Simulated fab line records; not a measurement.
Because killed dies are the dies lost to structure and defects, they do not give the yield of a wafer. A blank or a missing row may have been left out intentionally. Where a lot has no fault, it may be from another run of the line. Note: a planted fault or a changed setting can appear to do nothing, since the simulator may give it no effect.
fab line records	flow sky130
[record] lots = 6	wafers = 17	last_day = 49
route steps=708 shown LI_CONTACT@370 PAD_OPEN@708
lots that met no fault: taken from a fault-free run of the same line
start_h: start of the lot's first displayed wafer, in hours after the record's first day	wait_h: time in hours since the lot's previous step	" as in the row above	L1.1+2: one row covering several wafers at once	- no value present, or no start provided	* or withheld: withheld	< > ~ a bound
route shown NAME@n: a module of which the file shows steps, and the number in the route of the first	usual: mean/standard deviation of fault-free wafers	same: alike in all rows	chamber/n: place in a boat	sites: readings site by site	_std_site: how widely they spread, as a standard deviation	_edge_site: inner sites' mean taken away from outer sites' mean	radius_mm: for every site, how far away it sits from the centre of the wafer	mask NAME#n: copy n	behind: the last tool/chamber to shape the wafer	hold: what put the lot on hold/how long, in hours/how the hold closed	device: names the non-switching transistor (n, p or np)	end of line: at the end of the route, the tests of the same wafers	for a step that has no rows: nothing shown but its recipe	killed: the dies lost at the first sort to structure and to defects; this is not the yield of the wafer	map: shows each die of a wafer: x if killed, . if not, _ if none is there
set.NAME: the setting that was run; set.NAME@STEP: the one run at that earlier step	model.NAME: the simulator's own value behind a step, which no gauge read
lots at selected steps of the route; one table per step, one row per wafer
services: when a tool's chamber went out of use (start_h, in hours from the record's first day, below 0 if earlier), for how many hours, and the reason
[[steps]]
[step SKY_LI_CONTACT_SOFTBAKE_08]
[recipe] temp_c = 100	time_s = 90	resist = KrF-thick
[step SKY_LI_CONTACT_EXPOSE_09]
[recipe] mask_id = LICM1	na = 0.8	source_shape = annular	sigma_inner = 0.55	sigma_outer = 0.85	target_cd_nm = 170	dose_mj = 38
[step SKY_LI_CONTACT_PEB_10]
[recipe] peb_temp_c = withheld	peb_time_s = withheld	resist = KrF-thick
[step SKY_LI_CONTACT_DEVELOP_11]
[recipe] develop_time_s = 60	resist = KrF-thick	dev_temp_c = 21
[step SKY_LI_CONTACT_CD_MEAS_12]
[recipe] target_cd_nm = 170
[usual] cd_nm = 169.7/1.7
lot.wafer	tool	chamber	start_h	wait_h	cd_nm
L414.3	cd_sem-01	-	676.49	-	169.5
L414.4	"	-	"	"	171.2
L414.5	"	-	"	"	171.1
L418.2	cd_sem-02	-	710.91	-	173.4
L418.5	"	-	"	"	171.7
L418.6	"	-	"	"	173.2
L429.4	cd_sem-02	-	809.45	-	169.9
L429.5	"	-	"	"	168.6
L430.4	cd_sem-01	-	815.20	-	171.3
L430.5	"	-	"	"	169.9
L430.6	"	-	"	"	169.8
L433.2	cd_sem-01	-	824.81	-	167.6
L433.3	"	-	"	"	167.1
L433.5	"	-	"	"	168.6
L434.3	cd_sem-01	-	828.81	-	168.6
L434.5	"	-	"	"	171.1
L434.6	"	-	"	"	169.6
[step SKY_LI_CONTACT_OVL_MEAS_13]
[usual] LI_CONTACT_OVL = -3/6.2
lot.wafer	tool	chamber	start_h	wait_h	LI_CONTACT_OVL[nm]
L414.3	overlay-02	-	676.59	0.1	-7
L414.4	"	-	"	"	1
L414.5	"	-	"	"	-5
L418.2	overlay-01	-	711.01	0.1	-8
L418.5	"	-	"	"	-9
L418.6	"	-	"	"	-10
L429.4	overlay-01	-	809.53	0.1	2
L429.5	"	-	"	"	6
L430.4	overlay-01	-	815.28	0.1	0
L430.5	"	-	"	"	-7
L430.6	"	-	"	"	-4
L433.2	overlay-02	-	824.91	0.1	1
L433.3	"	-	"	"	-6
L433.5	"	-	"	"	1
L434.3	overlay-02	-	828.90	0.1	-13
L434.5	"	-	"	"	-14
L434.6	"	-	"	"	-6
[step SKY_LI_CONTACT_ETCH_14]
[recipe] chemistry = N2/H2	target = BARC	ion_energy_ev = 200	source_w = 500	bias_w = 100	pressure_mtorr = 30	n2_flow_sccm = 100	h2_flow_sccm = 200	stop_on = SiO2	time_s = 45.9	target_depth_a = 600
[usual] drypump_motor_current_A = 5.7/0.5	n2_flow_sccm = 99.97/0.27	oes_product_au = 0.855/0.0052	throttle_valve_pct = 13.226/0.0082
lot.wafer	tool	chamber	start_h	wait_h	drypump_motor_current_A	n2_flow_sccm	oes_product_au	rf_hours_counter_h	throttle_valve_pct
L414.3	rie_diel-01	0	676.61	0.0	5.0	100.00	0.853	5	13.251
L414.4	"	2	"	"	6.2	99.39	0.845	-	13.231
L414.5	"	1	"	"	5.9	100.18	0.863	-	13.221
L418.2	rie_diel-03	3	711.04	0.0	6.4	99.82	0.855	6	13.234
L418.5	"	2	"	"	5.7	100.10	0.845	-	13.231
L418.6	"	3	"	"	6.4	99.45	0.857	-	13.208
L429.4	rie_diel-03	0	809.54	0.0	5.1	100.47	0.863	18	13.229
L429.5	"	1	"	"	4.8	100.11	0.857	-	13.216
L430.4	rie_diel-02	1	815.29	0.0	5.9	99.79	0.854	16	13.230
L430.5	"	3	"	"	5.9	99.78	0.859	-	13.234
L430.6	"	2	"	"	5.8	100.72	0.856	-	13.228
L433.2	rie_diel-01	0	824.94	0.0	5.0	99.79	0.861	9	13.221
L433.3	"	2	"	"	6.2	100.17	0.859	12	13.234
L433.5	"	2	"	"	6.2	100.29	0.857	-	13.234
L434.3	rie_diel-01	1	828.92	0.0	5.8	100.42	0.856	6	13.219
L434.5	"	2	"	"	6.2	99.95	0.861	-	13.234
L434.6	"	3	"	"	6.2	99.69	0.863	-	13.225
[step SKY_LI_CONTACT_ETCH_15]
[recipe] target = PSG	chemistry = C4F8/O2/Ar	stop_on = Si	taper_deg = 4.15	mask_material = KrF-thick	source_w = 1500	bias_w = 1200	pressure_mtorr = 40	c4f8_flow_sccm = withheld	O2_flow_sccm = 6	Ar_flow_sccm = 300	time_s = withheld	target_depth_a = 6000
[usual] oes_product_au = 0.837/0.0049
lot.wafer	tool	chamber	start_h	wait_h	oes_product_au
L414.3	rie_diel-01	0	676.65	0.0	0.842
L414.4	"	2	"	"	0.836
L414.5	"	1	"	"	0.836
L418.2	rie_diel-03	3	711.08	0.0	0.824
L418.5	"	2	"	"	0.835
L418.6	"	3	"	"	0.836
L429.4	rie_diel-03	0	809.59	0.0	0.838
L429.5	"	1	"	"	0.835
L430.4	rie_diel-02	1	815.34	0.0	0.829
L430.5	"	3	"	"	0.832
L430.6	"	2	"	"	0.840
L433.2	rie_diel-01	0	824.99	0.0	0.842
L433.3	"	2	"	"	0.839
L433.5	"	2	"	"	0.831
L434.3	rie_diel-01	1	828.97	0.0	0.828
L434.5	"	2	"	"	0.836
L434.6	"	3	"	"	0.838
[step SKY_LI_CONTACT_STRIP_16]
[recipe] chemistry = O2/N2	power_w = 1400	pressure_mtorr = 1500	platen_temp_c = withheld	o2_flow_sccm = 3000	n2_flow_sccm = 300	overash_fraction = 0.5
[usual] drypump_motor_current_A = 5.9/0.37	n2_flow_sccm = 300.0/0.96	oes_product_au = 0.376/0.0046	strip_time_to_endpoint_s = 3.512/0.029
lot.wafer	tool	chamber	start_h	wait_h	drypump_motor_current_A	n2_flow_sccm	oes_product_au	rf_hours_counter_h	strip_time_to_endpoint_s
L414.3	plasma_asher-04	1	676.77	-	5.9	299.9	0.386	-	3.497
L414.4	"	0	"	"	5.8	299.0	0.375	-	3.520
L414.5	"	0	"	"	5.8	299.2	0.384	-	3.543
L418.2	plasma_asher-02	0	711.17	-	6.6	301.1	0.381	54	3.474
L418.5	"	1	"	"	5.5	302.7	0.379	-	3.539
L418.6	"	0	"	"	6.6	300.7	0.371	-	3.475
L429.4	plasma_asher-04	0	809.70	-	5.8	300.4	0.376	-	3.506
L429.5	"	1	"	"	5.8	300.5	0.378	-	3.554
L430.4	plasma_asher-04	1	815.45	-	5.9	300.1	0.380	-	3.518
L430.5	"	1	"	"	5.9	299.9	0.373	-	3.526
L430.6	"	0	"	"	5.8	298.2	0.372	-	3.497
L433.2	plasma_asher-04	0	825.07	-	5.8	299.5	0.367	7	3.488
L433.3	"	0	"	"	5.8	300.3	0.383	-	3.528
L433.5	"	1	"	"	5.9	299.5	0.376	-	3.509
L434.3	plasma_asher-02	1	829.09	-	5.4	301.9	0.376	-	3.501
L434.5	"	1	"	"	5.4	300.5	0.372	-	3.537
L434.6	"	0	"	"	6.6	300.1	0.378	-	3.509
[step SKY_LI_CONTACT_CLEAN_17]
[recipe] chemistry = NMP	time_s = 600	temp_c = 60	dry = n2_spin
[step SKY_LI_CONTACT_PRE_CLEAN_18]
[recipe] gas = Ar	time_s = 5.6	bias_v = 358
[step SKY_LI_CONTACT_SPUTTER_19]
[recipe] material = Ti	target_thk_nm = 20	chamber_pressure_pa = 5	power_w = 2500	substrate_temp_c = 200	time_s = 106.37
[usual] throttle_valve_pct = 29.8/1.2
lot.wafer	tool	chamber	start_h	wait_h	throttle_valve_pct
L414.3	pvd_sputter-01	-	677.03	0.0	28.9
L414.4	"	-	"	"	30.1
L414.5	"	-	"	"	29.0
L418.2	pvd_sputter-02	-	711.47	0.0	30.7
L418.5	"	-	"	"	31.9
L418.6	"	-	"	"	30.7
L429.4	pvd_sputter-02	-	809.97	0.0	31.0
L429.5	"	-	"	"	32.0
L430.4	pvd_sputter-02	-	815.73	0.0	30.6
L430.5	"	-	"	"	31.6
L430.6	"	-	"	"	30.5
L433.2	pvd_sputter-01	-	825.38	0.0	30.3
L433.3	"	-	"	"	29.4
L433.5	"	-	"	"	30.1
L434.3	pvd_sputter-01	-	829.35	0.0	30.2
L434.5	"	-	"	"	30.0
L434.6	"	-	"	"	29.3
[step SKY_LI_CONTACT_SPUTTER_20]
[recipe] material = TiN	target_thk_nm = 20	chamber_pressure_pa = 5	power_w = 4000	time_s = 80
[usual] throttle_valve_pct = 29.8/1.2
lot.wafer	tool	chamber	start_h	wait_h	throttle_valve_pct	model.TiN_of_LI_CONTACT_SPUTTER_20.thk_nm
L414.3	pvd_sputter-01	-	677.11	0.0	29.1	19.99
L414.4	"	-	"	"	30.4	19.95
L414.5	"	-	"	"	29.5	20.09
L418.2	pvd_sputter-02	-	711.54	0.0	30.7	20.18
L418.5	"	-	"	"	31.3	20.32
L418.6	"	-	"	"	30.4	20.24
L429.4	pvd_sputter-02	-	810.04	0.0	30.9	20.16
L429.5	"	-	"	"	31.7	19.56
L430.4	pvd_sputter-02	-	815.81	0.0	30.9	20.05
L430.5	"	-	"	"	31.7	19.5
L430.6	"	-	"	"	30.9	20.12
L433.2	pvd_sputter-01	-	825.46	0.0	30.1	19.91
L433.3	"	-	"	"	29.4	20.07
L433.5	"	-	"	"	30.4	19.91
L434.3	pvd_sputter-01	-	829.42	0.0	30.2	19.7
L434.5	"	-	"	"	30.2	19.89
L434.6	"	-	"	"	29.5	20.14
[step SKY_LI_CONTACT_CVD_21]
[recipe] material = W	target_thk_nm = 400	time_s = 120.56	temp_c = 400	pressure_torr = 40
[usual] heater_power_w = 844/21
lot.wafer	tool	chamber	start_h	wait_h	heater_power_w
L414.3	cvd_w-02	1	677.21	0.1	841
L414.4	"	0	"	"	869
L414.5	"	0	"	"	848
L418.2	cvd_w-02	0	711.60	0.0	841
L418.5	"	0	"	"	851
L418.6	"	1	"	"	865
L429.4	cvd_w-01	1	810.14	0.1	864
L429.5	"	1	"	"	882
L430.4	cvd_w-01	0	815.91	0.1	814
L430.5	"	0	"	"	796
L430.6	"	1	"	"	859
L433.2	cvd_w-01	1	825.52	0.0	859
L433.3	"	0	"	"	820
L433.5	"	1	"	"	847
L434.3	cvd_w-01	0	829.53	0.1	828
L434.5	"	1	"	"	867
L434.6	"	0	"	"	825
[step SKY_PAD_OPEN_PROBE_99]
[usual] killed_at_M0_to_M3 = 45/7.3	killed_at_M4_up = 3.2/1.8	killed_at_contacts = 25/5.5	killed_at_front_end = 15/4.2	killed_at_other = 0.3/0.69	killed_dies = 89/9.4	killed_open = 49/6.6	killed_short = 40/6.4
[same] gross_dies = 492	killed_at_back_side = 0
lot.wafer	tool	chamber	start_h	wait_h	killed_at_M0_to_M3	killed_at_M4_up	killed_at_contacts	killed_at_front_end	killed_at_other	killed_dies	killed_open	killed_short
L414.3	prober-01	-	1076.12	0.2	45	1	21	19	0	86	47	38
L414.4	prober-01	-	1076.17	0.2	47	8	12	8	0	75	42	32
L414.5	prober-01	-	1076.22	0.2	49	6	18	10	0	83	41	40
L418.2	prober-02	-	1100.71	0.1	35	2	25	18	1	81	44	37
L418.5	prober-02	-	1100.86	0.2	54	3	26	15	0	98	53	43
L418.6	prober-02	-	1100.91	0.2	45	3	19	17	1	85	51	33
L429.4	prober-01	-	1167.91	0.2	37	1	22	15	0	75	48	27
L429.5	prober-01	-	1167.96	0.2	46	3	23	17	0	89	51	37
L430.4	prober-02	-	1173.63	0.2	37	2	26	12	0	77	46	31
L430.5	prober-02	-	1173.68	0.2	51	1	29	20	0	101	58	42
L430.6	prober-02	-	1173.73	0.2	52	2	15	16	0	85	46	39
L433.2	prober-01	-	1181.86	0.1	38	1	22	9	0	70	39	30
L433.3	prober-01	-	1181.91	0.2	41	3	33	17	0	94	51	42
L433.5	prober-01	-	1182.01	0.2	44	3	32	18	0	97	58	38
L434.3	prober-02	-	1184.79	0.2	61	1	37	20	0	119	66	53
L434.5	prober-02	-	1184.89	0.2	44	0	33	10	0	87	50	37
L434.6	prober-02	-	1184.94	0.2	43	1	40	12	0	96	56	40
// killed by level:class
L414.3 METAL2:geometric_particle:short=10 VIA1:geometric_particle:open=10 VIA2:geometric_particle:open=9 LI_CONTACT:geometric_particle:open=8 VIA3:geometric_particle:open=6 POLY_GATE:geometric_particle:short=5 LOCAL_INTERCONNECT:geometric_particle:short=4 CONTACT:geometric_particle:open=4
L414.4 VIA1:geometric_particle:open=13 METAL2:geometric_particle:short=9 CONTACT:geometric_particle:open=7 VIA2:geometric_particle:open=6 VIA3:geometric_particle:open=6 METAL4:geometric_particle:short=6 METAL1:geometric_particle:short=3 VIA3:geometric_particle:short=3
L414.5 CONTACT:geometric_particle:open=11 VIA1:geometric_particle:open=11 METAL1:geometric_particle:short=7 VIA1:geometric_particle:short=7 METAL3:geometric_particle:short=5 VIA3:geometric_particle:open=5 METAL2:geometric_particle:short=4 VIA2:geometric_particle:open=4
L418.2 CONTACT:geometric_particle:open=11 VIA1:geometric_particle:open=7 METAL2:geometric_particle:short=7 POLY_GATE:geometric_particle:short=6 CONTACT:geometric_particle:short=6 VIA1:geometric_particle:short=6 VIA2:geometric_particle:open=5 FIELD_ISO:geometric_particle:open=4
L418.5 VIA1:geometric_particle:open=17 CONTACT:geometric_particle:open=9 CONTACT:geometric_particle:short=7 METAL1:geometric_particle:short=6 VIA2:geometric_particle:short=6 VIA2:geometric_particle:open=6 LI_CONTACT:geometric_particle:open=4 METAL2:geometric_particle:open=4
L418.6 VIA2:geometric_particle:open=9 VIA1:geometric_particle:open=8 CONTACT:geometric_particle:open=8 METAL1:geometric_particle:short=6 VIA3:geometric_particle:open=5 FIELD_ISO:geometric_particle:short=4 POLY_CUT:geometric_particle:open=4 LI_CONTACT:geometric_particle:open=4
L429.4 VIA2:geometric_particle:open=13 CONTACT:geometric_particle:open=10 VIA1:geometric_particle:open=7 METAL2:geometric_particle:short=4 POLY_GATE:geometric_particle:open=4 LI_CONTACT:geometric_particle:open=4 FIELD_ISO:geometric_particle:open=3 POLY_GATE:geometric_particle:short=3
L429.5 CONTACT:geometric_particle:open=12 VIA2:geometric_particle:open=9 VIA1:geometric_particle:open=7 VIA3:geometric_particle:open=7 LI_CONTACT:geometric_particle:open=5 POLY_GATE:geometric_particle:open=5 VIA3:geometric_particle:short=4 POLY_GATE:geometric_particle:short=4
L430.4 CONTACT:geometric_particle:open=13 VIA1:geometric_particle:short=8 VIA1:geometric_particle:open=8 LI_CONTACT:geometric_particle:short=5 METAL1:geometric_particle:open=5 POLY_GATE:geometric_particle:open=4 VIA3:geometric_particle:open=4 FIELD_ISO:geometric_particle:short=3
L430.5 VIA1:geometric_particle:open=11 LI_CONTACT:geometric_particle:open=10 VIA1:geometric_particle:short=8 VIA2:geometric_particle:open=8 FIELD_ISO:geometric_particle:open=7 CONTACT:geometric_particle:open=7 METAL2:geometric_particle:short=7 VIA3:geometric_particle:open=6
L430.6 VIA1:geometric_particle:open=12 VIA2:geometric_particle:open=10 METAL2:geometric_particle:short=7 CONTACT:geometric_particle:short=5 VIA3:geometric_particle:open=5 VIA1:geometric_particle:short=5 FIELD_ISO:geometric_particle:open=4 POLY_GATE:geometric_particle:short=4
L433.2 CONTACT:geometric_particle:open=10 VIA3:geometric_particle:open=7 VIA1:geometric_particle:open=6 VIA2:geometric_particle:open=6 LI_CONTACT:geometric_particle:open=4 CONTACT:geometric_particle:short=4 METAL2:geometric_particle:short=4 VIA3:geometric_particle:short=4
L433.3 CONTACT:geometric_particle:open=16 VIA2:geometric_particle:open=9 VIA1:geometric_particle:open=8 LOCAL_INTERCONNECT:geometric_particle:short=7 FIELD_ISO:geometric_particle:open=6 CONTACT:geometric_particle:short=6 METAL1:geometric_particle:short=5 FIELD_ISO:geometric_particle:short=4
L433.5 LI_CONTACT:geometric_particle:open=12 CONTACT:geometric_particle:open=11 VIA1:geometric_particle:open=8 METAL1:geometric_particle:short=7 VIA2:geometric_particle:open=7 POLY_GATE:geometric_particle:open=5 VIA1:geometric_particle:short=5 METAL2:geometric_particle:short=5
L434.3 CONTACT:geometric_particle:open=15 VIA1:geometric_particle:open=10 VIA2:geometric_particle:open=9 LI_CONTACT:geometric_particle:open=9 VIA3:geometric_particle:open=9 VIA3:geometric_particle:short=8 METAL2:geometric_particle:short=7 POLY_GATE:geometric_particle:open=6
L434.5 CONTACT:geometric_particle:open=16 VIA1:geometric_particle:open=9 VIA2:geometric_particle:open=9 METAL2:geometric_particle:short=6 VIA3:geometric_particle:open=5 CONTACT:geometric_particle:short=5 LI_CONTACT:geometric_particle:short=4 LI_CONTACT:geometric_particle:open=4
L434.6 CONTACT:geometric_particle:open=17 LI_CONTACT:geometric_particle:open=9 VIA2:geometric_particle:open=9 METAL2:geometric_particle:short=8 LI_CONTACT:geometric_particle:short=7 VIA1:geometric_particle:short=7 POLY_GATE:geometric_particle:open=4 VIA1:geometric_particle:open=4
[[services]]
tool	chamber	start_h	hours	kind
rie_diel-01	3	659.08	22.8	repair
rie_diel-02	2	662.32	-	clean
rie_diel-02	2	662.32	33.1	scheduled_down
rie_diel-02	2	662.32	33.1	vent_cycle
rie_diel-02	0	679.17	10.4	repair
rie_diel-01	-	680.98	4.3	pm
cvd_w-02	-	699.37	0.4	repair
rie_diel-02	0	722.30	4.3	repair
rie_diel-02	-	733.44	0.5	repair
plasma_asher-04	-	733.75	9.0	pm
plasma_asher-04	0	733.75	9.0	vent_cycle
plasma_asher-04	1	733.75	9.0	vent_cycle
plasma_asher-04	0	742.75	-	clean
plasma_asher-04	1	742.75	-	clean
rie_diel-03	-	747.42	2.8	pm
cvd_w-01	-	768.27	1.0	repair
rie_diel-03	2	802.85	6.4	repair
rie_diel-02	2	808.74	5.6	repair
rie_diel-03	3	809.97	4.1	repair
pvd_sputter-02	-	810.82	3.4	repair
plasma_asher-04	-	816.29	3.6	repair
rie_diel-01	-	817.17	0.6	repair
rie_diel-02	-	822.25	2.8	pm
rie_diel-02	0	826.38	7.5	repair
[[key]]
first_sign none at tools or gauges
[model_effect] step = SKY_LI_CONTACT_SPUTTER_20	value = TiN_of_LI_CONTACT_SPUTTER_20.thk_nm	without = 20.19	struck = 19.53
met_at SKY_LI_CONTACT_SPUTTER_20
struck_wafers L429.5,L430.5
tester_left_out L429,L430
onset_between 711.54 810.04
[fault] kind = process_parameter_drift	tool = pvd_sputter-02	chamber = -	onset_h = 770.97	steps = SKY_LI_CONTACT_SPUTTER_20	channel = time_s	offset = *	shape = step	end_h = 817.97	scope = struck_wafers_only	acts_in = *	stated = *
// tester_left_out: of these lots the tester's yield and bins aren't shown, on N5 and GAA mostly nor the transistor test; their killed dies are dies lost to structure and defects alone, not to doping, threshold or leakage, so they don't give the yield
